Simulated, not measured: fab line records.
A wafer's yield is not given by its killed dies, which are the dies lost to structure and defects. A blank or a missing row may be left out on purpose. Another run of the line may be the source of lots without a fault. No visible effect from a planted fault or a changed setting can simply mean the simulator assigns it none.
Which tool is to blame? :: flow gf180mcu :: 11 lots with 33 wafers sampled at 5 steps, on a route of 602 steps

## WHAT THE GAUGES SHOWED, per wafer
GF_STI_THK_MEAS_04. Usual: STI_CVD_03_THK typically reads 206.3 nm, with standard deviation 2.4.
lot: L302
measured: day 1 13:44
on: filmMetro-01
STI_CVD_03_THK (nm): 206.4 204.1 206.7
flag: 

lot: L305
measured: day 2 04:34
on: filmMetro-01
STI_CVD_03_THK (nm): 209.1 209.8 208.5
flag: 

lot: L306
measured: day 2 13:59
on: filmMetro-02
STI_CVD_03_THK (nm): 208.1 207.6 207.4
flag: 

lot: L308
measured: day 2 23:50
on: filmMetro-02
STI_CVD_03_THK (nm): 205.8 207.3 205.4
flag: 

lot: L310
measured: day 3 06:44
on: filmMetro-02
STI_CVD_03_THK (nm): 206.4 206.1 205.1
flag: 

lot: L311
measured: day 3 11:32
on: filmMetro-01
STI_CVD_03_THK (nm): 200.2 202.0 199.5
flag: 

lot: L315
measured: day 4 07:01
on: filmMetro-02
STI_CVD_03_THK (nm): 204.1 205.1 207.1
flag: 

lot: L316
measured: day 4 11:34
on: filmMetro-04
STI_CVD_03_THK (nm): 203.9 204.8 206.5
flag: 

lot: L318
measured: day 4 22:35
on: filmMetro-04
STI_CVD_03_THK (nm): 206.1 205.1 205.6
flag: 

lot: L320
measured: day 5 07:34
on: filmMetro-01
STI_CVD_03_THK (nm): 277.0 276.5 277.7
flag: OFF

lot: L322
measured: day 5 18:17
on: filmMetro-04
STI_CVD_03_THK (nm): 204.5 204.6 204.4
flag: 

GF_CONTACT_THK_MEAS_01. Usual: CONTACT_CVD_00_THK typically reads 300 nm, with standard deviation 3.3.
lot: L302
measured: day 15 08:56
on: filmMetro-04
CONTACT_CVD_00_THK (nm): 302 302 297
flag: 

lot: L305
measured: day 16 09:28
on: filmMetro-03
CONTACT_CVD_00_THK (nm): 296 299 299
flag: 

lot: L306
measured: day 16 18:16
on: filmMetro-02
CONTACT_CVD_00_THK (nm): 300 295 300
flag: 

lot: L308
measured: day 17 17:44
on: filmMetro-02
CONTACT_CVD_00_THK (nm): 301 301 299
flag: 

lot: L310
measured: day 18 09:03
on: filmMetro-04
CONTACT_CVD_00_THK (nm): 302 301 306
flag: 

lot: L311
measured: day 18 15:18
on: filmMetro-03
CONTACT_CVD_00_THK (nm): 301 297 292
flag: 

lot: L315
measured: day 19 21:08
on: filmMetro-04
CONTACT_CVD_00_THK (nm): 299 302 298
flag: 

lot: L316
measured: day 20 07:21
on: filmMetro-03
CONTACT_CVD_00_THK (nm): 299 298 301
flag: 

lot: L318
measured: day 20 23:58
on: filmMetro-04
CONTACT_CVD_00_THK (nm): 292 302 300
flag: 

lot: L320
measured: day 21 18:16
on: filmMetro-02
CONTACT_CVD_00_THK (nm): 296 295 294
flag: 

lot: L322
measured: day 22 04:46
on: filmMetro-02
CONTACT_CVD_00_THK (nm): 298 300 297
flag: 

GF_CONTACT_BOW_MEAS_05. Usual: CONTACT_BOW typically reads 66 um, with standard deviation 6.6.
lot: L302
measured: day 15 09:26
on: filmMetro-02
CONTACT_BOW (um): 62 73 60
flag: 

lot: L305
measured: day 16 09:58
on: filmMetro-03
CONTACT_BOW (um): 62 65 73
flag: 

lot: L306
measured: day 16 18:46
on: filmMetro-03
CONTACT_BOW (um): 74 81 60
flag: 

lot: L308
measured: day 17 18:13
on: filmMetro-02
CONTACT_BOW (um): 64 54 64
flag: 

lot: L310
measured: day 18 09:32
on: filmMetro-03
CONTACT_BOW (um): 66 69 76
flag: 

lot: L311
measured: day 18 15:47
on: filmMetro-02
CONTACT_BOW (um): 61 60 58
flag: 

lot: L315
measured: day 19 21:47
on: filmMetro-02
CONTACT_BOW (um): 69 61 73
flag: 

lot: L316
measured: day 20 07:50
on: filmMetro-02
CONTACT_BOW (um): 61 67 69
flag: 

lot: L318
measured: day 21 00:29
on: filmMetro-04
CONTACT_BOW (um): 69 65 65
flag: 

lot: L320
measured: day 21 18:45
on: filmMetro-04
CONTACT_BOW (um): 66 63 72
flag: 

lot: L322
measured: day 22 05:15
on: filmMetro-03
CONTACT_BOW (um): 74 89 66
flag: 

## TOOL THAT RAN EACH LOT (tool first, then ch and the chambers of the sampled wafers, then the start)
lot: L302
GF_STI_CVD_03: lpcvd-01 ch 0, day 1 11:44
GF_STI_ETCH_13: rieDiel-02 ch 1,2,3, day 2 01:20

lot: L305
GF_STI_CVD_03: lpcvd-02 ch 0, day 2 02:34
GF_STI_ETCH_13: rieDiel-02 ch 0,1,2, day 2 16:26

lot: L306
GF_STI_CVD_03: lpcvd-01 ch 1, day 2 12:00
GF_STI_ETCH_13: rieDiel-01 ch 1,2,3, day 3 01:25

lot: L308
GF_STI_CVD_03: lpcvd-02 ch 0, day 2 21:52
GF_STI_ETCH_13: rieDiel-02 ch 0,1,2, day 3 11:58

lot: L310
GF_STI_CVD_03: lpcvd-02 ch 1, day 3 04:44
GF_STI_ETCH_13: rieDiel-03 ch 0,1,2, day 3 19:46

lot: L311
GF_STI_CVD_03: lpcvd-01 ch 0, day 3 09:32
GF_STI_ETCH_13: rieDiel-03 ch 0,1,2, day 4 00:56

lot: L315
GF_STI_CVD_03: lpcvd-02 ch 0, day 4 04:59
GF_STI_ETCH_13: rieDiel-03 ch 0,2,3, day 4 20:44

lot: L316
GF_STI_CVD_03: lpcvd-01 ch 1, day 4 09:34
GF_STI_ETCH_13: rieDiel-02 ch 0,1,2, day 5 01:11

lot: L318
GF_STI_CVD_03: lpcvd-02 ch 1, day 4 20:35
GF_STI_ETCH_13: rieDiel-02 ch 0,2,3, day 5 13:05

lot: L320
GF_STI_CVD_03: lpcvd-01 ch 1, day 5 05:34
GF_STI_ETCH_13: rieDiel-02 ch 0,1,2, day 5 21:34

lot: L322
GF_STI_CVD_03: lpcvd-02 ch 1, day 5 16:18
GF_STI_ETCH_13: rieDiel-01 ch 0,2, day 6 09:02
- GF_STI_CVD_03: deposits Si3N4 from DCS/NH3, target thk 207.16 nm, time 3551 s.
- GF_STI_ETCH_13: etches the open film in CHF3/O2, stops on Si, target depth 282.31 nm, time 112.9 s.

## WHAT THE TOOLS THEMSELVES READ (means of the sampled wafers that have a number; where no wafer has one, the mark that the record gives instead)
GF_STI_CVD_03. Usual: pressureMtorr 249.9 mTorr, standard deviation 0.45; spikeTcBottomC 792 C, standard deviation 3.6; spikeTcCentreC 770.3 C, standard deviation 1.2; spikeTcLowerC 770.4 C, standard deviation 1.1; spikeTcTopC 784.2 C, standard deviation 2.9; spikeTcUpperC 770.2 C, standard deviation 1.5; susceptorTempC 770.0 C, standard deviation 0.35; zonePowerTopPct 25.3 %, standard deviation 1.8.
lot: L302
tool: lpcvd-01
pressureMtorr (mTorr): 250.2
spikeTcBottomC (C): 796
spikeTcCentreC (C): 769.0
spikeTcLowerC (C): 771.2
spikeTcTopC (C): 782.7
spikeTcUpperC (C): 771.0
susceptorTempC (C): 769.8
zonePowerTopPct (%): 28.2
flag: 

lot: L305
tool: lpcvd-02
pressureMtorr (mTorr): 249.6
spikeTcBottomC (C): 788
spikeTcCentreC (C): 770.5
spikeTcLowerC (C): 770.2
spikeTcTopC (C): 781.9
spikeTcUpperC (C): 770.6
susceptorTempC (C): 769.7
zonePowerTopPct (%): 23.7
flag: 

lot: L306
tool: lpcvd-01
pressureMtorr (mTorr): 249.6
spikeTcBottomC (C): 792
spikeTcCentreC (C): 770.9
spikeTcLowerC (C): 769.5
spikeTcTopC (C): 788.9
spikeTcUpperC (C): 767.3
susceptorTempC (C): 770.3
zonePowerTopPct (%): 24.8
flag: 

lot: L308
tool: lpcvd-02
pressureMtorr (mTorr): 250.0
spikeTcBottomC (C): 789
spikeTcCentreC (C): 770.2
spikeTcLowerC (C): 769.8
spikeTcTopC (C): 781.1
spikeTcUpperC (C): 771.3
susceptorTempC (C): 770.5
zonePowerTopPct (%): 23.9
flag: 

lot: L310
tool: lpcvd-02
pressureMtorr (mTorr): 249.5
spikeTcBottomC (C): 793
spikeTcCentreC (C): 770.0
spikeTcLowerC (C): 770.8
spikeTcTopC (C): 784.7
spikeTcUpperC (C): 769.7
susceptorTempC (C): 770.1
zonePowerTopPct (%): 24.3
flag: 

lot: L311
tool: lpcvd-01
pressureMtorr (mTorr): 250.2
spikeTcBottomC (C): 797
spikeTcCentreC (C): 769.4
spikeTcLowerC (C): 770.5
spikeTcTopC (C): 783.6
spikeTcUpperC (C): 770.2
susceptorTempC (C): 769.8
zonePowerTopPct (%): 27.9
flag: 

lot: L315
tool: lpcvd-02
pressureMtorr (mTorr): 250.3
spikeTcBottomC (C): 789
spikeTcCentreC (C): 771.7
spikeTcLowerC (C): 770.3
spikeTcTopC (C): 781.5
spikeTcUpperC (C): 771.6
susceptorTempC (C): 770.3
zonePowerTopPct (%): 24.2
flag: 

lot: L316
tool: lpcvd-01
pressureMtorr (mTorr): 249.4
spikeTcBottomC (C): 791
spikeTcCentreC (C): 770.5
spikeTcLowerC (C): 769.8
spikeTcTopC (C): 788.3
spikeTcUpperC (C): 768.2
susceptorTempC (C): 769.9
zonePowerTopPct (%): 24.7
flag: 

lot: L318
tool: lpcvd-02
pressureMtorr (mTorr): 249.9
spikeTcBottomC (C): 793
spikeTcCentreC (C): 770.9
spikeTcLowerC (C): 770.1
spikeTcTopC (C): 784.4
spikeTcUpperC (C): 769.9
susceptorTempC (C): 770.3
zonePowerTopPct (%): 24.4
flag: 

lot: L320
tool: lpcvd-01
pressureMtorr (mTorr): 250.0
spikeTcBottomC (C): 807
spikeTcCentreC (C): 786.8
spikeTcLowerC (C): 785.1
spikeTcTopC (C): 804.4
spikeTcUpperC (C): 782.7
susceptorTempC (C): 785.0
zonePowerTopPct (%): 25.1
flag: OFF

lot: L322
tool: lpcvd-02
pressureMtorr (mTorr): 249.2
spikeTcBottomC (C): 795
spikeTcCentreC (C): 770.9
spikeTcLowerC (C): 770.6
spikeTcTopC (C): 783.9
spikeTcUpperC (C): 769.8
susceptorTempC (C): 770.0
zonePowerTopPct (%): 24.2
flag: 

GF_STI_ETCH_13. Usual: chamberPressureMTorr 40.00 mTorr, standard deviation 0.037; drypumpMotorCurrentA 5.7 A, standard deviation 0.39; oesProductAu 0.831 a.u., standard deviation 0.0066; throttleValvePct 8.810 %, standard deviation 0.0086.
lot: L302
tool: rieDiel-02
chamberPressureMTorr (mTorr): 40.02
drypumpMotorCurrentA (A): 5.8
oesProductAu (a.u.): 0.828
throttleValvePct (%): 8.806
flag: 

lot: L305
tool: rieDiel-02
chamberPressureMTorr (mTorr): 40.01
drypumpMotorCurrentA (A): 6.0
oesProductAu (a.u.): 0.836
throttleValvePct (%): 8.815
flag: 

lot: L306
tool: rieDiel-01
chamberPressureMTorr (mTorr): 40.00
drypumpMotorCurrentA (A): 5.6
oesProductAu (a.u.): 0.829
throttleValvePct (%): 8.807
flag: 

lot: L308
tool: rieDiel-02
chamberPressureMTorr (mTorr): 40.05
drypumpMotorCurrentA (A): 6.0
oesProductAu (a.u.): 0.833
throttleValvePct (%): 8.816
flag: 

lot: L310
tool: rieDiel-03
chamberPressureMTorr (mTorr): 39.96
drypumpMotorCurrentA (A): 5.5
oesProductAu (a.u.): 0.831
throttleValvePct (%): 8.814
flag: 

lot: L311
tool: rieDiel-03
chamberPressureMTorr (mTorr): 39.98
drypumpMotorCurrentA (A): 5.6
oesProductAu (a.u.): 0.819
throttleValvePct (%): 8.809
flag: 

lot: L315
tool: rieDiel-03
chamberPressureMTorr (mTorr): 40.00
drypumpMotorCurrentA (A): 5.4
oesProductAu (a.u.): 0.829
throttleValvePct (%): 8.808
flag: 

lot: L316
tool: rieDiel-02
chamberPressureMTorr (mTorr): 40.01
drypumpMotorCurrentA (A): 6.0
oesProductAu (a.u.): 0.825
throttleValvePct (%): 8.803
flag: 

lot: L318
tool: rieDiel-02
chamberPressureMTorr (mTorr): 39.97
drypumpMotorCurrentA (A): 6.1
oesProductAu (a.u.): 0.833
throttleValvePct (%): 8.801
flag: 

lot: L320
tool: rieDiel-02
chamberPressureMTorr (mTorr): 39.99
drypumpMotorCurrentA (A): 6.0
oesProductAu (a.u.): 0.982
throttleValvePct (%): 8.861
flag: OFF

lot: L322
tool: rieDiel-01
chamberPressureMTorr (mTorr): 40.00
drypumpMotorCurrentA (A): 6.1
oesProductAu (a.u.): 0.829
throttleValvePct (%): 8.802
flag: 

## THE ANSWER, worked out from the rows above alone
Rule: a lot counts as off when the mean over its wafers that have a number is more than 3 standard deviations away from the usual mean. Also off: a lot with no number at a reading for which 4 or more lots have one. All remaining lots with rows at the step are treated as sound. Order of review: gauges by route order, followed by the tools' own readings, for which a lot's mean as printed above is used. At the first step where some lot is off, the reading lying furthest off is the one used; lots without a number count as furthest.
Off: L320, at GF_STI_THK_MEAS_04 (STI_CVD_03_THK).
If a tool, at a process step before that reading, ran all the lots that are off and no sound lot after the first of them, it fits. The gauges at GF_STI_THK_MEAS_04 aren't tried: what is off there is off at GF_STI_CVD_03 too, on other tools, and a gauge's error can't cause that. One fits: GF_STI_CVD_03 on lpcvd-01. A fault onset in the window from L316 (day 4 09:34, its last sound lot) to L320 (day 5 05:34, its first lot off) fits.
The tool's own readings at GF_STI_CVD_03 bear it out: on the lots that are off they differ by more than 5 times the standard deviation of the sound lots' means. spikeTcBottomC reads 807 C there against 792 C on the sound lots; spikeTcCentreC reads 786.8 C there against 770.4 C on the sound lots; spikeTcLowerC reads 785.1 C there against 770.3 C on the sound lots; spikeTcTopC reads 804.4 C there against 784.1 C on the sound lots; spikeTcUpperC reads 782.7 C there against 770.0 C on the sound lots; susceptorTempC reads 785.0 C there against 770.1 C on the sound lots.

## WHAT THE SIMULATOR HAD INSERTED
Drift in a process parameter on lpcvd-01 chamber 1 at GF_STI_CVD_03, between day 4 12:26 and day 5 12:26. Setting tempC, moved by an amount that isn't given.
Shown lots that were struck: L320. This agrees with what the rule above found.
